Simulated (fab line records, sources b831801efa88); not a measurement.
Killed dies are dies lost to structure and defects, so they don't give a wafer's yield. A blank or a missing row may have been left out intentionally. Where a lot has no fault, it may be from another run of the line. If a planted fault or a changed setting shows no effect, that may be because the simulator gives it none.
Which tool is to blame? :: flow sky130 :: 11 lots, 33 wafers sampled, at 5 steps of a route of 708

== WHAT EACH GAUGE READ, for each wafer ==
SKY_VIA1_RS_MEAS_22: uses a four-point probe to measure. Usual: VIA1_W_RS gives 0.429 ohm/sq (standard deviation 0.0058).
lot: L888
measured: day 34 08:49
on: filmMetro-01
VIA1_W_RS (ohm/sq): 0.424 0.439 0.425
flag: 

lot: L890
measured: day 35 08:05
on: filmMetro-03
VIA1_W_RS (ohm/sq): 0.421 0.425 0.413
flag: 

lot: L891
measured: day 35 10:07
on: filmMetro-02
VIA1_W_RS (ohm/sq): 0.432 0.434 0.423
flag: 

lot: L902
measured: day 38 14:51
on: filmMetro-01
VIA1_W_RS (ohm/sq): 0.437 0.442 0.439
flag: 

lot: L904
measured: day 39 06:06
on: filmMetro-01
VIA1_W_RS (ohm/sq): 0.431 0.427 0.429
flag: 

lot: L905
measured: day 39 13:08
on: filmMetro-03
VIA1_W_RS (ohm/sq): 0.426 0.429 0.424
flag: 

lot: L906
measured: day 40 00:45
on: filmMetro-01
VIA1_W_RS (ohm/sq): 0.429 0.434 0.432
flag: 

lot: L907
measured: day 40 01:07
on: filmMetro-03
VIA1_W_RS (ohm/sq): 0.425 0.420 0.423
flag: 

lot: L908
measured: day 40 16:31
on: filmMetro-01
VIA1_W_RS (ohm/sq): 0.427 0.430 0.428
flag: 

lot: L910
measured: day 40 19:34
on: filmMetro-01
VIA1_W_RS (ohm/sq): 0.422 0.419 0.418
flag: 

lot: L911
measured: day 40 23:09
on: filmMetro-03
VIA1_W_RS (ohm/sq): 0.435 0.426 0.431
flag: 

SKY_METAL2_RS_MEAS_05: uses a four-point probe to measure. Usual: METAL2_ALCU_RS gives 0.1272 ohm/sq (standard deviation 0.0017).
lot: L888
measured: day 34 09:26
on: filmMetro-04
METAL2_ALCU_RS (ohm/sq): 0.1276 0.1255 0.1258
flag: 

lot: L890
measured: day 35 08:42
on: filmMetro-01
METAL2_ALCU_RS (ohm/sq): 0.1240 0.1259 0.1233
flag: 

lot: L891
measured: day 35 10:44
on: filmMetro-01
METAL2_ALCU_RS (ohm/sq): 0.1299 0.1322 0.1277 0.1299 0.1322 0.1278
flag: 

lot: L902
measured: day 38 15:28
on: filmMetro-02
METAL2_ALCU_RS (ohm/sq): 0.1268 0.1260 0.1273
flag: 

lot: L904
measured: day 39 06:43
on: filmMetro-04
METAL2_ALCU_RS (ohm/sq): 0.1259 0.1294 0.1272
flag: 

lot: L905
measured: day 39 13:51
on: filmMetro-01
METAL2_ALCU_RS (ohm/sq): 0.1277 0.1271 0.1304
flag: 

lot: L906
measured: day 40 01:37
on: filmMetro-04
METAL2_ALCU_RS (ohm/sq): 0.1294 0.1312 0.1280
flag: 

lot: L907
measured: day 40 01:56
on: filmMetro-01
METAL2_ALCU_RS (ohm/sq): 0.1259 0.1257 0.1251
flag: 

lot: L908
measured: day 40 18:40
on: filmMetro-04
METAL2_ALCU_RS (ohm/sq): 0.1260 0.1255 0.1295
flag: 

lot: L910
measured: day 40 21:12
on: filmMetro-04
METAL2_ALCU_RS (ohm/sq): 0.1294 0.1267 0.1286
flag: 

lot: L911
measured: day 40 23:46
on: filmMetro-02
METAL2_ALCU_RS (ohm/sq): 0.1269 0.1265 0.1306
flag: 

== WHAT TOOL EACH LOT RAN ON (gives the tool, then ch and the chambers of the sampled wafers, and finally the start) ==
lot: L888
SKY_METAL1_STRIP_20: plasmaAsher-04 ch 0,1, day 33 03:37
SKY_VIA1_CVD_21: cvdW-02 ch 0,1, day 34 08:43
SKY_METAL2_SPUTTER_04: pvdSputter-02, day 34 09:22

lot: L890
SKY_METAL1_STRIP_20: plasmaAsher-04 ch 0,1, day 34 03:04
SKY_VIA1_CVD_21: cvdW-01 ch 0,1, day 35 07:59
SKY_METAL2_SPUTTER_04: pvdSputter-04, day 35 08:39

lot: L891
SKY_METAL1_STRIP_20: plasmaAsher-02 ch 0,1, day 34 05:26
SKY_VIA1_CVD_21: cvdW-01 ch 0,1, day 35 10:00
SKY_METAL2_SPUTTER_04: pvdSputter-02, day 35 10:40

lot: L902
SKY_METAL1_STRIP_20: plasmaAsher-02 ch 0,1, day 37 10:48
SKY_VIA1_CVD_21: cvdW-02 ch 0,1, day 38 14:44
SKY_METAL2_SPUTTER_04: pvdSputter-01, day 38 15:24

lot: L904
SKY_METAL1_STRIP_20: plasmaAsher-02 ch 0,1, day 38 01:45
SKY_VIA1_CVD_21: cvdW-01 ch 0,1, day 39 06:01
SKY_METAL2_SPUTTER_04: pvdSputter-02, day 39 06:40

lot: L905
SKY_METAL1_STRIP_20: plasmaAsher-04 ch 0,1, day 38 09:43
SKY_VIA1_CVD_21: cvdW-01 ch 0,1, day 39 13:01
SKY_METAL2_SPUTTER_04: pvdSputter-02, day 39 13:47

lot: L906
SKY_METAL1_STRIP_20: plasmaAsher-02 ch 0,1, day 38 21:43
SKY_VIA1_CVD_21: cvdW-02 ch 0,1, day 40 00:39
SKY_METAL2_SPUTTER_04: pvdSputter-02, day 40 01:34

lot: L907
SKY_METAL1_STRIP_20: plasmaAsher-04 ch 0,1, day 38 22:13
SKY_VIA1_CVD_21: cvdW-01 ch 1, day 40 01:00
SKY_METAL2_SPUTTER_04: pvdSputter-01, day 40 01:52

lot: L908
SKY_METAL1_STRIP_20: plasmaAsher-04 ch 0,1, day 39 14:00
SKY_VIA1_CVD_21: cvdW-01 ch 0,1, day 40 16:24
SKY_METAL2_SPUTTER_04: pvdSputter-02, day 40 18:34

lot: L910
SKY_METAL1_STRIP_20: plasmaAsher-02 ch 0,1, day 39 17:32
SKY_VIA1_CVD_21: cvdW-01 ch 0,1, day 40 19:28
SKY_METAL2_SPUTTER_04: pvdSputter-02, day 40 21:07

lot: L911
SKY_METAL1_STRIP_20: plasmaAsher-02 ch 0,1, day 39 20:07
SKY_VIA1_CVD_21: cvdW-01 ch 0,1, day 40 23:04
SKY_METAL2_SPUTTER_04: pvdSputter-01, day 40 23:44
- SKY_METAL1_STRIP_20: strips in O2/N2.
- SKY_VIA1_CVD_21: deposits W, target thk 270 nm, time 80.902 s.
- SKY_METAL2_SPUTTER_04: material TiN, target thk 70 nm, time 58.3 s.

== AS READ BY THE TOOLS THEMSELVES (means over the sampled wafers that have a number; for cases with no such wafer, the mark the record gives instead) ==
SKY_METAL1_STRIP_20. Usual: drypumpMotorCurrentA 5.6 A, standard deviation 0.5; n2FlowSccm 299.9 sccm, standard deviation 0.81; oesProductAu 0.344 a.u., standard deviation 0.0048; stripTimeToEndpointS 2.72 s, standard deviation 0.051.
lot: L888
tool: plasmaAsher-04
drypumpMotorCurrentA (A): 5.2
n2FlowSccm (sccm): 299.2
oesProductAu (a.u.): 0.343
stripTimeToEndpointS (s): 2.74
flag: 

lot: L890
tool: plasmaAsher-04
drypumpMotorCurrentA (A): 5.2
n2FlowSccm (sccm): 300.4
oesProductAu (a.u.): 0.346
stripTimeToEndpointS (s): 2.67
flag: 

lot: L891
tool: plasmaAsher-02
drypumpMotorCurrentA (A): 5.5
n2FlowSccm (sccm): 299.6
oesProductAu (a.u.): 0.343
stripTimeToEndpointS (s): 2.73
flag: 

lot: L902
tool: plasmaAsher-02
drypumpMotorCurrentA (A): 5.6
n2FlowSccm (sccm): 299.4
oesProductAu (a.u.): 0.343
stripTimeToEndpointS (s): 2.70
flag: 

lot: L904
tool: plasmaAsher-02
drypumpMotorCurrentA (A): 5.5
n2FlowSccm (sccm): 300.3
oesProductAu (a.u.): 0.341
stripTimeToEndpointS (s): 2.70
flag: 

lot: L905
tool: plasmaAsher-04
drypumpMotorCurrentA (A): 5.2
n2FlowSccm (sccm): 299.8
oesProductAu (a.u.): 0.350
stripTimeToEndpointS (s): 2.81
flag: 

lot: L906
tool: plasmaAsher-02
drypumpMotorCurrentA (A): 5.5
n2FlowSccm (sccm): 298.9
oesProductAu (a.u.): 0.347
stripTimeToEndpointS (s): 2.74
flag: 

lot: L907
tool: plasmaAsher-04
drypumpMotorCurrentA (A): 5.2
n2FlowSccm (sccm): 300.3
oesProductAu (a.u.): 0.344
stripTimeToEndpointS (s): 2.73
flag: 

lot: L908
tool: plasmaAsher-04
drypumpMotorCurrentA (A): 5.2
n2FlowSccm (sccm): 299.9
oesProductAu (a.u.): 0.345
stripTimeToEndpointS (s): 2.74
flag: 

lot: L910
tool: plasmaAsher-02
drypumpMotorCurrentA (A): 5.6
n2FlowSccm (sccm): 300.1
oesProductAu (a.u.): 0.344
stripTimeToEndpointS (s): 2.72
flag: 

lot: L911
tool: plasmaAsher-02
drypumpMotorCurrentA (A): 5.5
n2FlowSccm (sccm): 299.5
oesProductAu (a.u.): 0.340
stripTimeToEndpointS (s): 2.74
flag: 

SKY_VIA1_CVD_21. Usual: heaterPowerW reads 797 W (standard deviation 65).
lot: L888
tool: cvdW-02
heaterPowerW (W): 744
flag: 

lot: L890
tool: cvdW-01
heaterPowerW (W): 860
flag: 

lot: L891
tool: cvdW-01
heaterPowerW (W): 842
flag: 

lot: L902
tool: cvdW-02
heaterPowerW (W): 796
flag: 

lot: L904
tool: cvdW-01
heaterPowerW (W): 798
flag: 

lot: L905
tool: cvdW-01
heaterPowerW (W): 789
flag: 

lot: L906
tool: cvdW-02
heaterPowerW (W): 752
flag: 

lot: L907
tool: cvdW-01
heaterPowerW (W): 807
flag: 

lot: L908
tool: cvdW-01
heaterPowerW (W): 807
flag: 

lot: L910
tool: cvdW-01
heaterPowerW (W): 805
flag: 

lot: L911
tool: cvdW-01
heaterPowerW (W): 804
flag: 

SKY_METAL2_SPUTTER_04. Usual: throttleValvePct reads 29.9 % (standard deviation 1.1).
lot: L888
tool: pvdSputter-02
throttleValvePct (%): 29.7
flag: 

lot: L890
tool: pvdSputter-04
throttleValvePct (%): 29.5
flag: 

lot: L891
tool: pvdSputter-02
throttleValvePct (%): 29.6
flag: 

lot: L902
tool: pvdSputter-01
throttleValvePct (%): 31.0
flag: 

lot: L904
tool: pvdSputter-02
throttleValvePct (%): 29.6
flag: 

lot: L905
tool: pvdSputter-02
throttleValvePct (%): 30.2
flag: 

lot: L906
tool: pvdSputter-02
throttleValvePct (%): 30.2
flag: 

lot: L907
tool: pvdSputter-01
throttleValvePct (%): 30.4
flag: 

lot: L908
tool: pvdSputter-02
throttleValvePct (%): 29.8
flag: 

lot: L910
tool: pvdSputter-02
throttleValvePct (%): 30.3
flag: 

lot: L911
tool: pvdSputter-01
throttleValvePct (%): 30.2
flag: 

== THE ANSWER, worked out from the rows above alone ==
Rule: a lot is off if the mean of its wafers that have a number lies more than 3 standard deviations from the usual mean. A lot without any number at a reading at which 4 lots or more have one is off too. All remaining lots with rows at the step are treated as sound. Order of review: gauges by route order, followed by the tools' own readings, for which a lot's mean as printed above is used. The first step at which some lot is off is used, and at that step the reading that is off furthest; a lot without a number counts as furthest.
No lot is off on any of the readings shown, so nothing can be concluded from this.

== WHAT THE SIMULATOR PUT IN ==
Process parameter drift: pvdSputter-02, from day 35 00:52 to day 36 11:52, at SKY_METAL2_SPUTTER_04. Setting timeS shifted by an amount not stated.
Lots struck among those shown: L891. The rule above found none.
